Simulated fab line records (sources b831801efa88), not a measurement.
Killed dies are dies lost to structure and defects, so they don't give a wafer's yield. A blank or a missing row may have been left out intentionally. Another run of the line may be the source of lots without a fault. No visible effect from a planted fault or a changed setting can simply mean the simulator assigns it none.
fab line records	flow sky130
record: lots: 5	wafers: 15	last_day: 50
route steps=708 shown POLY_CUT@312 SD_P@320 PAD_OPEN@708
lots that met no fault: taken from a fault-free run of the same line
start_h: the number of hours between the record's first day and the start of the first shown wafer of the lot	wait_h: how many hours have passed since the lot's step before this one	" repeats the value in the row above	L1.1+2: one row covering several wafers at once	- no value, or no start given	* or withheld: withheld	< > ~ a bound
route shown NAME@n: a module of which the file shows steps, and the number in the route of the first	usual: mean/standard deviation of fault-free wafers	same: alike in all rows	chamber/n: place in a boat	sites: each site's reading	_std_site: the standard deviation of these	_edge_site: outer sites' mean less inner sites'	radius_mm: for every site, how far away it sits from the centre of the wafer	mask NAME#n: copy n	behind: the last tool/chamber to shape the wafer	hold: why the lot went on hold/how many hours it stayed there/how the hold came to an end	device: names the non-switching transistor (n, p or np)	end of line: the route-end tests of the same wafers	for a step that has no rows: nothing shown but its recipe	killed: dies that structure and defects cost at the first sort, which is not the same as the wafer's yield	map: a wafer's dies, marking killed ones x, the rest . and places with no die _
set.NAME: the setting the step ran with; set.NAME@STEP: the setting that earlier step ran with	model.NAME: the simulator's own value behind a step, which no gauge read
a table for each step, a row for each wafer; lots at some steps of the route
services: the hour from which a tool's chamber was out of use, counted from the record's first day as start_h (under 0 if before that day), plus the number of hours and why
== steps ==
step: SKY_POLY_CUT_EXPOSE_05
recipe: mask_id: NPCM	na: 0.8	source_shape: annular	sigma_inner: 0.55	sigma_outer: 0.85	target_cd_nm: 270	dose_mj: 32
step: SKY_POLY_CUT_PEB_06
recipe: peb_temp_c: withheld	peb_time_s: withheld	resist: KrF-thick
step: SKY_POLY_CUT_DEVELOP_07
recipe: develop_time_s: 60	resist: KrF-thick	dev_temp_c: 21
step: SKY_POLY_CUT_CD_MEAS_08
recipe: target_cd_nm: 270
usual: cd_nm: 269.8/1.3
lot.wafer	tool	chamber	start_h	wait_h	cd_nm
L475.2	cd_sem-01	-	592.46	-	268.1
L475.4	"	-	"	"	269.8
L475.5	"	-	"	"	269.3
L488.4	cd_sem-01	-	693.81	-	270.9
L488.5	"	-	"	"	269.5
L488.6	"	-	"	"	270.2
L485.1	cd_sem-02	-	693.99	-	270.3
L485.2	"	-	"	"	268.0
L485.4	"	-	"	"	268.6
L494.2	cd_sem-02	-	716.84	-	271.0
L494.3	"	-	"	"	272.9
L494.6	"	-	"	"	272.4
L497.3	cd_sem-01	-	743.84	-	269.9
L497.4	"	-	"	"	270.3
L497.5	"	-	"	"	270.0
step: SKY_POLY_CUT_OVL_MEAS_09
usual: POLY_CUT_OVL: 0/5.1
lot.wafer	tool	chamber	start_h	wait_h	POLY_CUT_OVL[nm]
L475.2	overlay-01	-	592.57	0.1	9
L475.4	"	-	"	"	9
L475.5	"	-	"	"	-7
L488.4	overlay-02	-	693.88	0.1	-2
L488.5	"	-	"	"	2
L488.6	"	-	"	"	-4
L485.1	overlay-01	-	694.11	0.1	-1
L485.2	"	-	"	"	2
L485.4	"	-	"	"	-2
L494.2	overlay-02	-	716.95	0.1	5
L494.3	"	-	"	"	-5
L494.6	"	-	"	"	1
L497.3	overlay-02	-	743.93	0.1	-1
L497.4	"	-	"	"	-2
L497.5	"	-	"	"	2
step: SKY_POLY_CUT_ETCH_10
recipe: chemistry: N2/H2	target: BARC	ion_energy_ev: 200	source_w: 500	bias_w: 100	pressure_mtorr: 30	n2_flow_sccm: 100	h2_flow_sccm: 200	stop_on: SiO2	time_s: 45.9	target_depth_a: 600
usual: drypump_motor_current_A: 5.7/0.48	oes_product_au: 0.855/0.0042	throttle_valve_pct: 13.227/0.0096
lot.wafer	tool	chamber	start_h	wait_h	drypump_motor_current_A	oes_product_au	rf_hours_counter_h	throttle_valve_pct
L475.2	rie_diel-02	2	592.60	0.0	5.9	0.856	0	13.219
L475.4	"	0	"	"	5.2	0.853	2	13.209
L475.5	"	0	"	"	5.2	0.854	-	13.238
L488.4	rie_diel-04	2	693.90	0.0	5.9	0.855	17	13.237
L488.5	"	0	"	"	5.2	0.851	-	13.232
L488.6	"	3	"	"	5.5	0.854	-	13.231
L485.1	rie_diel-03	2	694.15	0.0	4.8	0.856	12	13.210
L485.2	"	3	"	"	5.6	0.856	21	13.223
L485.4	"	0	"	"	5.8	0.857	55	13.231
L494.2	rie_diel-04	3	716.98	0.0	5.5	0.848	3	13.231
L494.3	"	2	"	"	5.9	0.853	18	13.243
L494.6	"	1	"	"	5.7	0.852	-	13.245
L497.3	rie_diel-04	0	743.96	0.0	5.2	0.856	14	13.221
L497.4	"	2	"	"	5.9	0.845	-	13.215
L497.5	"	0	"	"	5.2	0.863	-	13.235
step: SKY_POLY_CUT_ETCH_11
recipe: target: Si3N4	chemistry: CF4/CH2F2/Ar	stop_on: poly-Si	source_w: 600	bias_w: 150	pressure_mtorr: 40	cf4_flow_sccm: 40	ch2f2_flow_sccm: 20	Ar_flow_sccm: 150	time_s: 42.5	target_depth_a: 600
usual: drypump_motor_current_A: 5.7/0.48	oes_product_au: 0.831/0.0064	throttle_valve_pct: 14.993/0.0096
lot.wafer	tool	chamber	start_h	wait_h	drypump_motor_current_A	oes_product_au	rf_hours_counter_h	throttle_valve_pct
L475.2	rie_diel-02	2	592.64	0.0	5.8	0.828	0	14.997
L475.4	"	0	"	"	5.2	0.824	2	14.976
L475.5	"	0	"	"	5.2	0.832	-	14.996
L488.4	rie_diel-04	2	693.94	0.0	5.9	0.832	17	15.017
L488.5	"	0	"	"	5.2	0.837	-	14.992
L488.6	"	3	"	"	5.5	0.831	-	14.991
L485.1	rie_diel-03	2	694.19	0.0	4.8	0.819	12	14.990
L485.2	"	3	"	"	5.6	0.818	21	14.996
L485.4	"	0	"	"	5.8	0.812	55	14.997
L494.2	rie_diel-04	3	717.02	0.0	5.5	0.841	3	15.011
L494.3	"	2	"	"	5.9	0.843	18	15.004
L494.6	"	1	"	"	5.7	0.834	-	14.997
L497.3	rie_diel-04	0	744.00	0.0	5.2	0.822	14	14.990
L497.4	"	2	"	"	5.9	0.829	-	14.983
L497.5	"	0	"	"	5.2	0.825	-	14.991
step: SKY_POLY_CUT_STRIP_12
recipe: chemistry: O2/N2	power_w: 1400	pressure_mtorr: 1500	platen_temp_c: withheld	o2_flow_sccm: 3000	n2_flow_sccm: 300	overash_fraction: 0.5
usual: drypump_motor_current_A: 5.6/0.53	oes_product_au: 0.452/0.0045	strip_time_to_endpoint_s: 5.359/0.019
lot.wafer	tool	chamber	start_h	wait_h	drypump_motor_current_A	oes_product_au	rf_hours_counter_h	strip_time_to_endpoint_s
L475.2	plasma_asher-01	0	592.68	0.0	5.3	0.442	13	5.332
L475.4	"	1	"	"	6.2	0.454	-	5.378
L475.5	"	1	"	"	6.3	0.453	-	5.351
L488.4	plasma_asher-03	1	694.02	0.1	5.6	0.456	-	5.371
L488.5	"	1	"	"	5.6	0.457	-	5.374
L488.6	"	0	"	"	6.1	0.450	-	5.372
L485.1	plasma_asher-01	1	694.23	0.0	6.2	0.448	23	5.374
L485.2	"	0	"	"	5.2	0.456	23	5.379
L485.4	"	0	"	"	5.2	0.460	-	5.372
L494.2	plasma_asher-03	0	717.06	0.0	6.2	0.456	91	5.354
L494.3	"	0	"	"	6.2	0.460	-	5.358
L494.6	"	0	"	"	6.1	0.440	-	5.344
L497.3	plasma_asher-02	1	744.07	0.1	5.9	0.447	-	5.375
L497.4	"	0	"	"	4.7	0.453	-	5.360
L497.5	"	0	"	"	4.7	0.456	-	5.369
step: SKY_SD_P_DEHYDRATE_00
recipe: temp_c: 200	time_s: 60
step: SKY_SD_P_HMDS_01
recipe: prime_time_s: 60	prime_temp_c: 120
step: SKY_SD_P_COAT_02
recipe: resist: NOVOLAK	spin_rpm: 3000	resist_thk_nm: 1140
step: SKY_SD_P_SOFTBAKE_03
recipe: temp_c: 90	time_s: 60	resist: NOVOLAK
step: SKY_SD_P_EXPOSE_04
recipe: mask_id: PSDM	na: 0.6	source_shape: conventional	sigma_outer: 0.6	polarization: unpolarized	target_cd_nm: 380	dose_mj: 138
usual: exposure_dose_mJ_cm2: 137.87/0.14
lot.wafer	tool	chamber	start_h	wait_h	mask	exposure_dose_mJ_cm2
L475.2	iline_stepper-02	0	607.39	-	PSDM#0	137.85
L475.4	"	0	"	"	PSDM#0	137.95
L475.5	"	0	"	"	PSDM#0	138.04
L488.4	iline_stepper-01	0	707.18	-	PSDM_R1#0	137.68
L488.5	"	0	"	"	PSDM_R1#0	137.88
L488.6	"	0	"	"	PSDM_R1#0	137.69
L485.1	iline_stepper-01	0	707.45	-	PSDM#0	137.90
L485.2	"	0	"	"	PSDM#0	137.81
L485.4	"	0	"	"	PSDM#0	137.64
L494.2	iline_stepper-02	0	730.91	-	PSDM#0	137.88
L494.3	"	0	"	"	PSDM#0	137.94
L494.6	"	0	"	"	PSDM#0	137.70
L497.3	iline_stepper-01	0	757.88	-	PSDM#0	137.78
L497.4	"	0	"	"	PSDM#0	137.74
L497.5	"	0	"	"	PSDM#0	137.75
step: SKY_SD_P_PEB_05
recipe: temp_c: withheld	time_s: *	resist: NOVOLAK
step: SKY_SD_P_DEVELOP_06
recipe: resist: NOVOLAK	developer: TMAH	develop_time_s: 60	dev_temp_c: 23
step: SKY_SD_P_CD_MEAS_07
recipe: target_cd_nm: 380
usual: cd_nm: 381.2/2.6
lot.wafer	tool	chamber	start_h	wait_h	cd_nm
L475.2	cd_sem-02	-	621.26	0.1	381.2
L475.4	"	-	"	"	380.2
L475.5	"	-	"	"	378.8
L488.4	cd_sem-02	-	720.61	0.1	408.1
L488.5	"	-	"	"	406.3
L488.6	"	-	"	"	408.3
L485.1	cd_sem-01	-	721.04	0.1	383.7
L485.2	"	-	"	"	384.8
L485.4	"	-	"	"	387.4
L494.2	cd_sem-01	-	744.16	0.1	379.4
L494.3	"	-	"	"	379.9
L494.6	"	-	"	"	378.3
L497.3	cd_sem-01	-	769.99	0.1	382.1
L497.4	"	-	"	"	383.0
L497.5	"	-	"	"	381.3
step: SKY_SD_P_OVL_MEAS_08
usual: SD_P_OVL: 1.0/1.7
lot.wafer	tool	chamber	start_h	wait_h	SD_P_OVL[nm]
L475.2	overlay-02	-	621.37	0.1	-1.8
L475.4	"	-	"	"	0.3
L475.5	"	-	"	"	0.3
L488.4	overlay-01	-	720.69	0.1	-1.1
L488.5	"	-	"	"	1.3
L488.6	"	-	"	"	-0.2
L485.1	overlay-01	-	721.16	0.1	-0.6
L485.2	"	-	"	"	0.5
L485.4	"	-	"	"	1.4
L494.2	overlay-02	-	744.27	0.1	1.8
L494.3	"	-	"	"	2.0
L494.6	"	-	"	"	1.4
L497.3	overlay-02	-	770.08	0.1	-2.2
L497.4	"	-	"	"	-2.8
L497.5	"	-	"	"	-3.4
step: SKY_PAD_OPEN_PROBE_99
usual: killed_at_M0_to_M3: 44/6.9	killed_at_M4_up: 3.3/1.7	killed_at_contacts: 24/5.5	killed_at_front_end: 16/4.5	killed_at_other: 0.2/0.46	killed_dies: 87/9.1	killed_on_rim: 17/3.6	killed_open: 48/7.3	killed_short: 39/6.2
same: gross_dies: 492	killed_at_back_side: 0
lot.wafer	tool	chamber	start_h	wait_h	killed_at_M0_to_M3	killed_at_M4_up	killed_at_contacts	killed_at_front_end	killed_at_other	killed_dies	killed_on_rim	killed_open	killed_short
L475.2	prober-01	-	1097.91	0.1	43	3	31	15	0	92	24	49	42
L475.4	prober-01	-	1098.01	0.2	44	7	25	14	0	90	9	49	38
L475.5	prober-01	-	1098.06	0.2	39	2	19	22	0	82	11	49	33
L488.4	prober-01	-	1163.37	0.2	43	5	18	17	0	83	14	45	38
L488.5	prober-01	-	1163.42	0.2	38	7	28	24	0	97	18	53	44
L488.6	prober-01	-	1163.47	0.2	49	2	21	12	0	84	16	46	38
L485.1	prober-02	-	1165.02	0.1	48	4	16	19	0	87	18	43	44
L485.2	prober-02	-	1165.07	0.1	50	7	16	15	0	88	17	39	49
L485.4	prober-02	-	1165.17	0.2	41	3	22	13	0	79	16	43	36
L494.2	prober-02	-	1183.17	0.1	36	0	23	24	0	83	16	39	44
L494.3	prober-02	-	1183.22	0.2	30	4	32	17	0	83	19	43	40
L494.6	prober-02	-	1183.37	0.2	51	3	24	18	0	96	15	52	44
L497.3	prober-01	-	1197.20	0.2	38	1	30	12	0	81	24	49	32
L497.4	prober-01	-	1197.25	0.2	39	1	28	14	0	82	11	48	34
L497.5	prober-01	-	1197.30	0.2	40	3	32	12	1	88	16	48	40
killed by level:class
L475.2 CONTACT:geometric_particle:open=11 METAL2:geometric_particle:short=9 LI_CONTACT:geometric_particle:open=8 VIA1:geometric_particle:open=7 FIELD_ISO:geometric_particle:open=6 VIA1:geometric_particle:short=6 LOCAL_INTERCONNECT:geometric_particle:short=6 VIA2:geometric_particle:open=6
L475.4 VIA1:geometric_particle:open=12 CONTACT:geometric_particle:open=11 VIA1:geometric_particle:short=10 CONTACT:geometric_particle:short=8 VIA2:geometric_particle:open=7 METAL4:geometric_particle:short=5 POLY_GATE:geometric_particle:short=4 LI_CONTACT:geometric_particle:open=4
L475.5 VIA1:geometric_particle:open=9 POLY_GATE:geometric_particle:open=7 CONTACT:geometric_particle:open=7 LI_CONTACT:geometric_particle:open=6 VIA2:geometric_particle:open=6 FIELD_ISO:geometric_particle:short=5 VIA1:geometric_particle:short=5 METAL2:geometric_particle:short=5
L488.4 VIA1:geometric_particle:open=9 METAL2:geometric_particle:short=9 LI_CONTACT:geometric_particle:open=8 VIA2:geometric_particle:open=7 FIELD_ISO:geometric_particle:short=6 CONTACT:geometric_particle:open=5 POLY_GATE:geometric_particle:short=4 POLY_GATE:geometric_particle:open=4
L488.5 CONTACT:geometric_particle:open=10 FIELD_ISO:geometric_particle:open=7 LI_CONTACT:geometric_particle:open=7 VIA1:geometric_particle:open=7 FIELD_ISO:geometric_particle:short=6 LOCAL_INTERCONNECT:geometric_particle:short=6 POLY_GATE:geometric_particle:short=5 VIA3:geometric_particle:open=5
L488.6 VIA1:geometric_particle:open=10 CONTACT:geometric_particle:open=8 METAL1:geometric_particle:short=7 VIA1:geometric_particle:short=7 METAL2:geometric_particle:short=7 POLY_GATE:geometric_particle:open=6 VIA2:geometric_particle:open=6 VIA3:geometric_particle:open=5
L485.1 VIA1:geometric_particle:open=8 POLY_GATE:geometric_particle:short=7 METAL2:geometric_particle:short=7 VIA3:geometric_particle:open=7 CONTACT:geometric_particle:open=5 METAL1:geometric_particle:short=5 VIA3:geometric_particle:short=5 POLY_GATE:geometric_particle:open=4
L485.2 VIA1:geometric_particle:short=9 METAL2:geometric_particle:short=8 VIA1:geometric_particle:open=7 VIA2:geometric_particle:open=6 LI_CONTACT:geometric_particle:open=5 METAL4:geometric_particle:short=5 VIA3:geometric_particle:short=5 FIELD_ISO:geometric_particle:open=4
L485.4 LI_CONTACT:geometric_particle:open=10 VIA1:geometric_particle:open=8 VIA3:geometric_particle:open=8 VIA2:geometric_particle:open=6 METAL1:geometric_particle:short=5 FIELD_ISO:geometric_particle:short=4 POLY_GATE:geometric_particle:short=4 VIA2:geometric_particle:short=4
L494.2 LI_CONTACT:geometric_particle:open=8 POLY_GATE:geometric_particle:short=7 CONTACT:geometric_particle:open=7 FIELD_ISO:geometric_particle:short=6 VIA1:geometric_particle:open=6 VIA3:geometric_particle:open=6 METAL2:geometric_particle:short=5 LOCAL_INTERCONNECT:geometric_particle:short=4
L494.3 CONTACT:geometric_particle:open=10 CONTACT:geometric_particle:short=8 METAL1:geometric_particle:short=7 LOCAL_INTERCONNECT:geometric_particle:short=7 VIA1:geometric_particle:open=7 POLY_GATE:geometric_particle:open=6 LI_CONTACT:geometric_particle:open=4 VIA3:geometric_particle:open=4
L494.6 VIA1:geometric_particle:open=13 VIA2:geometric_particle:open=8 CONTACT:geometric_particle:open=7 POLY_GATE:geometric_particle:short=6 METAL1:geometric_particle:short=6 LI_CONTACT:geometric_particle:open=6 LOCAL_INTERCONNECT:geometric_particle:short=6 FIELD_ISO:geometric_particle:short=5
L497.3 VIA1:geometric_particle:open=13 LOCAL_INTERCONNECT:geometric_particle:short=9 CONTACT:geometric_particle:open=9 VIA3:geometric_particle:open=5 VIA3:geometric_particle:short=5 LI_CONTACT:geometric_particle:open=4 LOCAL_INTERCONNECT:geometric_particle:open=4 FIELD_ISO:geometric_particle:open=3
L497.4 CONTACT:geometric_particle:open=10 VIA1:geometric_particle:short=8 VIA1:geometric_particle:open=8 LI_CONTACT:geometric_particle:open=7 VIA3:geometric_particle:open=5 POLY_GATE:geometric_particle:short=4 LI_CONTACT:geometric_particle:short=4 METAL2:geometric_particle:short=4
L497.5 CONTACT:geometric_particle:open=15 LOCAL_INTERCONNECT:geometric_particle:short=11 VIA1:geometric_particle:open=10 VIA2:geometric_particle:open=5 VIA2:geometric_particle:short=5 FIELD_ISO:geometric_particle:short=4 LI_CONTACT:geometric_particle:open=4 VIA1:geometric_particle:short=4
== services ==
tool	chamber	start_h	hours	kind
plasma_asher-02	-	572.46	1.9	repair
rie_diel-04	1	579.50	9.0	repair
rie_diel-04	3	588.52	-	clean
rie_diel-04	3	588.52	21.8	scheduled_down
rie_diel-04	3	588.52	21.8	vent_cycle
iline_stepper-02	-	588.56	5.1	repair
plasma_asher-03	-	598.28	5.3	repair
rie_diel-02	0	600.71	5.3	repair
rie_diel-04	1	602.55	20.4	repair
rie_diel-03	1	603.36	6.3	repair
plasma_asher-02	-	608.76	2.2	repair
rie_diel-04	-	623.92	14.6	pm
iline_stepper-01	-	624.35	1.7	pm
plasma_asher-02	-	668.94	2.8	pm
iline_stepper-02	-	683.69	1.7	pm
iline_stepper-01	-	689.41	8.9	pm
iline_stepper-02	-	707.05	7.4	repair
rie_diel-04	0	718.59	6.2	repair
plasma_asher-03	-	732.74	14.6	pm
rie_diel-02	0	732.78	5.4	repair
iline_stepper-02	-	739.09	27.6	repair
rie_diel-04	3	739.18	6.5	repair
rie_diel-04	0	754.07	1.3	repair
rie_diel-04	-	754.43	0.2	repair
== key ==
first_sign: step: SKY_SD_P_EXPOSE_04	reading: mask	direction: changed
effect: step: SKY_SD_P_CD_MEAS_07	reading: cd_nm	direction: up	sigmas: 10	usual: 381.2	struck: 407.6
met_at SKY_SD_P_EXPOSE_04
struck_wafers L488.4,L488.5,L488.6
tester_left_out L488
fault: kind: wrong_mask	tool: any	chamber: -	onset_h: 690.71	steps: SKY_SD_P_EXPOSE_04	aux_copy: PSDM_R1#0	cd_offset_nm: 27	scope: struck_lots_only
tester_left_out: of these lots the tester's yield and bins aren't shown, on N5 and GAA mostly nor the transistor test; their killed dies are dies lost to structure and defects alone, not to doping, threshold or leakage, so they don't give the yield
